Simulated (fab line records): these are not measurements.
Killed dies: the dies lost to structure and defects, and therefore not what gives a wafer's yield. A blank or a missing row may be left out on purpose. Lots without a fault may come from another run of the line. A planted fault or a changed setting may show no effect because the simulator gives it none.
Matching of chambers / flow sky130 / SKY_CAPM_CVD_00 on pecvd-03 has 3 sister chambers
The step deposits SiO2, target thk 15.5 nm. 3 wafers are shown with their chamber, then 8 later ones without.

## WAFERS, EACH WITH ITS CHAMBER
wafer=L087.1; chamber=2; heater-power-w (W)=850
wafer=L087.5; chamber=0; heater-power-w (W)=766
wafer=L089.3; chamber=1; heater-power-w (W)=751

## WAFERS WITH NO CHAMBER GIVEN
wafer=L089.5; heater-power-w (W)=743
wafer=L089.6; heater-power-w (W)=743
wafer=L095.1; heater-power-w (W)=752
wafer=L095.3; heater-power-w (W)=706
wafer=L095.6; heater-power-w (W)=942
wafer=L097.3; heater-power-w (W)=676
wafer=L097.5; heater-power-w (W)=807
wafer=L097.6; heater-power-w (W)=712

## WHICH CHAMBER EACH WENT THROUGH
wafer=L089.5; from the rows above=can't be placed: 1 or 0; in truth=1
wafer=L089.6; from the rows above=can't be placed: 1 or 0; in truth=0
wafer=L095.1; from the rows above=can't be placed: 1 or 0 or 2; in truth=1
wafer=L095.3; from the rows above=can't be placed: 1 or 0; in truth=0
wafer=L095.6; from the rows above=can't be placed: 2 or 0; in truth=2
wafer=L097.3; from the rows above=can't be placed: 1 or 0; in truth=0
wafer=L097.5; from the rows above=can't be placed: 0 or 2 or 1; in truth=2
wafer=L097.6; from the rows above=can't be placed: 1 or 0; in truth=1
Correctly placed: 0 of 8. From these rows, 8 cannot be placed; in 8 the true chamber is one of the candidates. Number placed wrongly: 0.
How it was worked out, from the rows above alone: a wafer's distance from a chamber is the root of the sum, over the readings, of the square of ((its reading less the chamber's mean) divided by the reading's scatter). The wafer belongs to the nearest chamber; if the next one is less than 2 further off, it can't be placed. For every chamber, the mean is computed from those of its wafers that are shown. The scatter: with one shown wafer a chamber, the root of the mean of the squares of how far each hidden wafer lies from its nearest shown one.
